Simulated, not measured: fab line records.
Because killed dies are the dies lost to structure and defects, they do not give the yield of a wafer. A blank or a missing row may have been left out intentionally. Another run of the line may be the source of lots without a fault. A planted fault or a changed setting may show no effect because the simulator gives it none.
Struck lot and sound lot, side by side	flow gf180mcu	18 out of 602 route steps
Sound: these wafers, L898.1, L898.4, L898.5. Struck: wafers L910.1, L910.4 (left out: L910.3, a lot-mate that was not struck); the cause follows at the end.
Order at every step that has rows: each side's tool, ch and its chambers, its first start. Under that, the readings that differ: sound wafers	struck wafers	difference of the means	sigmas: that difference in standard deviations of wafers without a fault.
alike: readings whose means differ by less than 2 such deviations, and words and numbers that are the same on both sides. not compared: withheld readings, readings that some wafer has no value for, bounds like >300 that may hide the same value, and numbers for which the record gives no deviation and whose values overlap.
A row with sigmas, a row that says differs or no value, or rows on one side alone: a step with any of these is where the two part. Numbers that don't overlap but have no deviation are shown without sigmas and don't part them. Lack of a reading on every wafer of one side parts them only where that side has two or more wafers.

first, 3 steps without rows for these wafers: GF_V3_EXPOSE_11 (exposes mask Via3, target cd 260 nm); GF_V3_PEB_12 (peb time 90 s); GF_V3_DEVELOP_13 (develop time 60 s).
GF_V3_CD_MEAS_14 targets a cd of 260 nm.
  sound on cdSem-02, day 23 22:58; struck on cdSem-02, day 27 21:56
  alike: cdNm
GF_V3_OVL_MEAS_15:
  sound on overlay-01, day 23 23:05; struck on overlay-02, day 27 22:03
  alike: V3_OVL
GF_V3_ETCH_16: etches BARC in N2/H2.
  sound on rieDiel-03 ch 1,2, day 23 23:07; struck on rieDiel-01 ch 0,1, day 27 22:05
  alike: chamberPressureMTorr, drypumpMotorCurrentA, h2FlowSccm, oesProductAu, throttleValvePct
then, 1 step without rows for these wafers: GF_V3_ETCH_17 (etches SiO2 in C4F8/O2/Ar, stops on TiN, target depth 635 nm).
GF_V3_STRIP_18: strips in O2/N2.
  sound on plasmaAsher-02 ch 1, day 23 23:15; struck on plasmaAsher-03 ch 1, day 27 22:13
reading	sound	struck	difference	sigmas
heaterPowerW (W)	369 358 367	296 295	-69	-2
  alike: chamberPressureMTorr, drypumpMotorCurrentA, oesProductAu
  not compared: rfHoursCounterH
then, 2 steps without rows for these wafers: GF_V3_STRIP_19 (strips in post etch residue remover, time 1200 s); GF_V3_CLEAN_20 (cleans in DIW).
GF_V3_SPUTTER_21: material Ti, target thk 15 nm, time 80.02 s.
  sound on pvdSputter-01, day 23 23:47; struck on pvdSputter-04, day 27 22:46
  alike: cathodeDcPowerW, throttleValvePct
GF_V3_SPUTTER_22: material TiN, target thk 10 nm, time 40 s.
  sound on pvdSputter-01, day 23 23:50; struck on pvdSputter-04, day 27 22:49
  alike: cathodeDcPowerW, throttleValvePct
GF_V3_CVD_23: deposits W, target thk 350 nm, time 104.9 s.
  sound on cvdW-01 ch 1, day 23 23:53; struck on cvdW-01 ch 1, day 27 22:52
reading	sound	struck	difference	sigmas
susceptorTempC (C)	400.05 400.05 400.09	405.83 405.72	+5.71	+29
model.W_of_V3_CVD_23.thkNm (nm)	355.9 354.8 353.7	384.6 387.7	+31.3	
  alike: heaterPowerW
GF_V3_RS_MEAS_24: the measuring method here is four-point-probe.
  sound on filmMetro-01, day 24 00:06; struck on filmMetro-04, day 27 23:16
reading	sound	struck	difference	sigmas
V3_W_RS (ohm/sq)	0.322 0.323 0.323	0.298 0.295	-0.026	-6
  not compared: hold
GF_V3_THK_MEAS_25: measures by xrf.
  sound on filmMetro-01, day 24 00:13; struck on filmMetro-04, day 28 02:19
reading	sound	struck	difference	sigmas
V3_W_THK (nm)	352 353 352	389 395	+40	+7
  not compared: hold
GF_V3_CMP_26: polishes, stops on SiO2, t overpolish 15 s, target thk 0 nm.
  sound on cmp-01 ch 0,1, day 24 00:17; struck on cmp-01 ch 0,1, day 28 03:53
reading	sound	struck	difference	sigmas
hold	- - -	awaitDispo/1.4h/release awaitDispo/1.4h/release	no value on the sound wafers	
timeToEndpointS (s)	87 88 86	93 97	+8	+2
  alike: edgeZonePressureFrac, headPressurePsi, motorCurrentA
GF_M4_SPUTTER_00: material Ti, target thk 37.5 nm, time 150 s.
  sound on pvdSputter-02, day 24 00:35; struck on pvdSputter-02, day 28 04:11
  alike: cathodeDcPowerW, throttleValvePct
GF_PASSIVATION_PROBE_99:
  the record holds rows for the sound wafers here (prober-01, day 30 12:21) but none for the struck ones

== WHERE THEY PART ==
Last at GF_PASSIVATION_PROBE_99 as far as this record goes, first at GF_V3_STRIP_18.

WHY: whatever the simulator had introduced
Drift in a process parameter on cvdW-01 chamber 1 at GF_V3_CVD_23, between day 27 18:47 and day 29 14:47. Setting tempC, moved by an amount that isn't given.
